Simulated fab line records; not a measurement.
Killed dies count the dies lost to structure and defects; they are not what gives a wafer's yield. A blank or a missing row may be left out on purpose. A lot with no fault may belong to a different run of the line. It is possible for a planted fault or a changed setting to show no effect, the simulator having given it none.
Chamber matching || flow gf180mcu || 4 sister chambers for GF_V5_ETCH_16 on rie-diel-01
The step etches BARC in N2/H2. 22 wafers are shown with their chamber, then 11 later ones without.

== EACH WAFER AND ITS CHAMBER ==
{"wafer": "L074.1", "chamber": 1, "drypump-motor-current-A (A)": 5.8, "throttle-valve-pct (%)": 13.221, "oes-product-au (a.u.)": 0.856}
{"wafer": "L074.2", "chamber": 3, "drypump-motor-current-A (A)": 6.4, "throttle-valve-pct (%)": 13.204, "oes-product-au (a.u.)": 0.854}
{"wafer": "L074.3", "chamber": 3, "drypump-motor-current-A (A)": 6.3, "throttle-valve-pct (%)": 13.229, "oes-product-au (a.u.)": 0.848}
{"wafer": "L074.4", "chamber": 1, "drypump-motor-current-A (A)": 5.8, "throttle-valve-pct (%)": 13.218, "oes-product-au (a.u.)": 0.858}
{"wafer": "L074.5", "chamber": 1, "drypump-motor-current-A (A)": 5.8, "throttle-valve-pct (%)": 13.242, "oes-product-au (a.u.)": 0.858}
{"wafer": "L074.6", "chamber": 3, "drypump-motor-current-A (A)": 6.3, "throttle-valve-pct (%)": 13.217, "oes-product-au (a.u.)": 0.859}
{"wafer": "L078.2", "chamber": 3, "drypump-motor-current-A (A)": 6.3, "throttle-valve-pct (%)": 13.232, "oes-product-au (a.u.)": 0.853}
{"wafer": "L078.3", "chamber": 0, "drypump-motor-current-A (A)": 5.7, "throttle-valve-pct (%)": 13.241, "oes-product-au (a.u.)": 0.852}
{"wafer": "L078.4", "chamber": 2, "drypump-motor-current-A (A)": 5.8, "throttle-valve-pct (%)": 13.225, "oes-product-au (a.u.)": 0.848}
{"wafer": "L079.3", "chamber": 2, "drypump-motor-current-A (A)": 5.8, "throttle-valve-pct (%)": 13.229, "oes-product-au (a.u.)": 0.859}
{"wafer": "L079.4", "chamber": 3, "drypump-motor-current-A (A)": 6.4, "throttle-valve-pct (%)": 13.239, "oes-product-au (a.u.)": 0.866}
{"wafer": "L079.5", "chamber": 2, "drypump-motor-current-A (A)": 5.8, "throttle-valve-pct (%)": 13.234, "oes-product-au (a.u.)": 0.864}
{"wafer": "L081.1", "chamber": 3, "drypump-motor-current-A (A)": 6.3, "throttle-valve-pct (%)": 13.228, "oes-product-au (a.u.)": 0.852}
{"wafer": "L081.2", "chamber": 0, "drypump-motor-current-A (A)": 5.7, "throttle-valve-pct (%)": 13.230, "oes-product-au (a.u.)": 0.854}
{"wafer": "L081.3", "chamber": 2, "drypump-motor-current-A (A)": 5.8, "throttle-valve-pct (%)": 13.251, "oes-product-au (a.u.)": 0.851}
{"wafer": "L081.4", "chamber": 1, "drypump-motor-current-A (A)": 5.8, "throttle-valve-pct (%)": 13.224, "oes-product-au (a.u.)": 0.855}
{"wafer": "L081.5", "chamber": 2, "drypump-motor-current-A (A)": 5.9, "throttle-valve-pct (%)": 13.210, "oes-product-au (a.u.)": 0.856}
{"wafer": "L081.6", "chamber": 1, "drypump-motor-current-A (A)": 5.8, "throttle-valve-pct (%)": 13.223, "oes-product-au (a.u.)": 0.848}
{"wafer": "L086.1", "chamber": 1, "drypump-motor-current-A (A)": 5.8, "throttle-valve-pct (%)": 13.230, "oes-product-au (a.u.)": 0.847}
{"wafer": "L086.3", "chamber": 2, "drypump-motor-current-A (A)": 5.9, "throttle-valve-pct (%)": 13.234, "oes-product-au (a.u.)": 0.857}
{"wafer": "L086.6", "chamber": 1, "drypump-motor-current-A (A)": 5.8, "throttle-valve-pct (%)": 13.223, "oes-product-au (a.u.)": 0.848}
{"wafer": "L089.2", "chamber": 2, "drypump-motor-current-A (A)": 5.8, "throttle-valve-pct (%)": 13.234, "oes-product-au (a.u.)": 0.859}

SIGNATURES (means of the wafers above)
{"reading": "drypump-motor-current-A", "chamber 0": 5.700, "chamber 1": 5.800, "chamber 2": 5.829, "chamber 3": 6.333, "scatter within a chamber": 0.0392}
{"reading": "throttle-valve-pct", "chamber 0": 13.23550, "chamber 1": 13.22586, "chamber 2": 13.23100, "chamber 3": 13.22483, "scatter within a chamber": 0.0109}
{"reading": "oes-product-au", "chamber 0": 0.85300, "chamber 1": 0.85286, "chamber 2": 0.85629, "chamber 3": 0.85533, "scatter within a chamber": 0.00538}
Rule: for a wafer and a chamber, the distance is found by dividing, reading by reading, the gap between the wafer's reading and the chamber's mean by the reading's scatter, squaring, summing and taking the root. The wafer belongs to the nearest chamber; if the next one is less than 2 further off, it can't be placed. The scatter: the root of (the sum of the squares of (reading less its chamber's mean) over the shown wafers, divided by (wafers less chambers)).

== WAFERS MISSING THEIR CHAMBER ==
{"wafer": "L089.3", "drypump-motor-current-A (A)": 6.3, "throttle-valve-pct (%)": 13.225, "oes-product-au (a.u.)": 0.862}
{"wafer": "L089.4", "drypump-motor-current-A (A)": 5.7, "throttle-valve-pct (%)": 13.221, "oes-product-au (a.u.)": 0.864}
{"wafer": "L092.1", "drypump-motor-current-A (A)": 5.7, "throttle-valve-pct (%)": 13.242, "oes-product-au (a.u.)": 0.864}
{"wafer": "L092.2", "drypump-motor-current-A (A)": 5.9, "throttle-valve-pct (%)": 13.238, "oes-product-au (a.u.)": 0.859}
{"wafer": "L092.5", "drypump-motor-current-A (A)": 6.4, "throttle-valve-pct (%)": 13.241, "oes-product-au (a.u.)": 0.853}
{"wafer": "L096.1", "drypump-motor-current-A (A)": 5.8, "throttle-valve-pct (%)": 13.222, "oes-product-au (a.u.)": 0.857}
{"wafer": "L096.2", "drypump-motor-current-A (A)": 5.9, "throttle-valve-pct (%)": 13.224, "oes-product-au (a.u.)": 0.851}
{"wafer": "L096.4", "drypump-motor-current-A (A)": 6.3, "throttle-valve-pct (%)": 13.233, "oes-product-au (a.u.)": 0.859}
{"wafer": "L097.2", "drypump-motor-current-A (A)": 5.8, "throttle-valve-pct (%)": 13.240, "oes-product-au (a.u.)": 0.858}
{"wafer": "L097.5", "drypump-motor-current-A (A)": 5.9, "throttle-valve-pct (%)": 13.236, "oes-product-au (a.u.)": 0.854}
{"wafer": "L097.6", "drypump-motor-current-A (A)": 5.9, "throttle-valve-pct (%)": 13.233, "oes-product-au (a.u.)": 0.851}

== THE CHAMBER EACH PASSED THROUGH ==
{"wafer": "L089.3", "from the rows above": 3, "in truth": 3}
{"wafer": "L089.4", "from the rows above": "can't be placed: 0 or 1 or 2", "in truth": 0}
{"wafer": "L092.1", "from the rows above": "can't be placed: 0 or 1 or 2", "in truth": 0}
{"wafer": "L092.2", "from the rows above": "can't be placed: 2 or 1", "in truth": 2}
{"wafer": "L092.5", "from the rows above": 3, "in truth": 3}
{"wafer": "L096.1", "from the rows above": "can't be placed: 1 or 2", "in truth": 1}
{"wafer": "L096.2", "from the rows above": "can't be placed: 2 or 1", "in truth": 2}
{"wafer": "L096.4", "from the rows above": 3, "in truth": 3}
{"wafer": "L097.2", "from the rows above": "can't be placed: 2 or 1 or 0", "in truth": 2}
{"wafer": "L097.5", "from the rows above": "can't be placed: 2 or 1", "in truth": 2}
{"wafer": "L097.6", "from the rows above": "can't be placed: 2 or 1", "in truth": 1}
Correctly placed: 3 of 11. These rows do not allow placing 8 (true chamber among the candidates in 8). Number placed wrongly: 0.
